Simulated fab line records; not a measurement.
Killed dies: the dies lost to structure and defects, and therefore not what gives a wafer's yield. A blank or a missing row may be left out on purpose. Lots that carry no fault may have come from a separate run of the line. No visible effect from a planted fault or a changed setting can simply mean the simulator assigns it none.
Comparing a struck lot with a sound one + flow gf180mcu + 17 out of 602 route steps
Sound: wafers L947.1, L947.5, L947.6. Struck: wafer L950.3. (L950.2, L950.5 of the same lot were not struck and are left out.) The cause comes at the end.
Per side, at each step with rows, come the tool, then ch with its chambers, and then its first start. Under that, the readings that differ: sound wafers + struck wafers + difference of the means + sigmas: that difference in standard deviations of wafers without a fault.
alike: readings whose means differ by less than 2 such deviations, and words and numbers that are the same on both sides. not compared: withheld readings, readings that some wafer has no value for, bounds like >300 that may hide the same value, and numbers for which the record gives no deviation and whose values overlap.
Wherever a step has rows on one side only, a row that says differs or no value, or a row with sigmas, the two part there. Numbers that don't overlap but have no deviation are shown without sigmas and don't part them. A reading that every wafer of one side lacks parts them only if that side has two wafers or more.

first, 4 steps without rows for these wafers: GF_M3_SOFTBAKE_10 (time 60 s); GF_M3_EXPOSE_11 (exposes mask Metal3, target cd 280 nm); GF_M3_PEB_12 (peb time 90 s); GF_M3_DEVELOP_13 (develop time 60 s).
GF_M3_CD_MEAS_14 targets a cd of 280 nm.
  struck on cd_sem-01, day 25 18:46; sound on cd_sem-02, day 24 16:25
| reading    | sound             | struck | difference | sigmas |
|------------|-------------------|--------|------------|--------|
| cd_nm (nm) | 279.5 279.6 278.6 | 277.3  | -1.9       | -2     |
GF_M3_OVL_MEAS_15:
  struck on overlay-01, day 25 18:52; sound on overlay-02, day 24 16:32
  alike: M3_OVL
GF_M3_METAL_ETCH_16: etches the open film in Cl2/BCl3, stops on SiO2, target depth 750.8 nm, time 125.1 s.
  sound on rie_metal-01 ch 0, day 24 16:34; struck on rie_metal-03 ch 1, day 25 18:54
| reading                     | sound          | struck | difference | sigmas |
|-----------------------------|----------------|--------|------------|--------|
| drypump_motor_current_A (A) | 6.12 6.15 6.14 | 5.50   | -0.64      | -2     |
  alike: oes_product_au, throttle_valve_pct
  not compared: rf_hours_counter_h
GF_M3_STRIP_17: strips in O2/N2.
  sound on plasma_asher-01 ch 0,1, day 24 16:50; struck on plasma_asher-04 ch 1, day 25 19:01
| reading               | sound             | struck | difference | sigmas |
|-----------------------|-------------------|--------|------------|--------|
| oes_product_au (a.u.) | 0.533 0.540 0.540 | 0.549  | +0.011     | +2     |
  alike: drypump_motor_current_A, heater_power_w, strip_time_to_endpoint_s
  not compared: rf_hours_counter_h
then, 3 steps without rows for these wafers: GF_M3_STRIP_18 (strips in post etch residue remover, time 1200 s); GF_M3_CLEAN_19 (cleans in DIW); GF_V3_CVD_00 (deposits SiO2, target thk 600 nm, time 100 s).
GF_V3_THK_MEAS_01:
  struck on film_metro-04, day 25 19:39; sound on film_metro-02, day 24 17:27
  alike: V3_CVD_00_THK
GF_V3_CVD_02: deposits SiO2 from TEOS, target thk 850 nm, time 94.851 s.
  sound on pecvd-02 ch 0,1, day 24 17:31; struck on pecvd-02 ch 1, day 25 19:42
| reading                             | sound           | struck | difference | sigmas |
|-------------------------------------|-----------------|--------|------------|--------|
| model.SiO2_of_V3_CVD_02.thk_nm (nm) | 860.3 861.1 872 | 913.3  | +48.8      |        |
  alike: heater_power_w
GF_V3_THK_MEAS_03:
  struck on film_metro-02, day 25 20:00; sound on film_metro-04, day 24 17:35
| reading            | sound       | struck | difference | sigmas |
|--------------------|-------------|--------|------------|--------|
| V3_CVD_02_THK (nm) | 860 861 871 | 913    | +49        | +4     |
  not compared: hold
GF_V3_CMP_04: polishes SiO2.
  sound on cmp-01 ch 2,3, day 24 17:38; struck on cmp-02 ch 1, day 25 21:37
| reading | sound | struck                   | difference                   | sigmas |
|---------|-------|--------------------------|------------------------------|--------|
| hold    | - - - | await_dispo/1.1h/release | no value on the sound wafers |        |
  alike: motor_current_A, time_to_endpoint_s
GF_V3_BOW_MEAS_05:
  struck on film_metro-02, day 25 21:59; sound on film_metro-02, day 24 17:56
  alike: V3_BOW
GF_PASSIVATION_PROBE_99:
  rows exist in the record for the sound wafers here (prober-01, day 31 17:33), none for the struck ones

## WHERE THEY PART
First at GF_M3_CD_MEAS_14; last, within this record, at GF_PASSIVATION_PROBE_99.

WHY: what had been put in by the simulator
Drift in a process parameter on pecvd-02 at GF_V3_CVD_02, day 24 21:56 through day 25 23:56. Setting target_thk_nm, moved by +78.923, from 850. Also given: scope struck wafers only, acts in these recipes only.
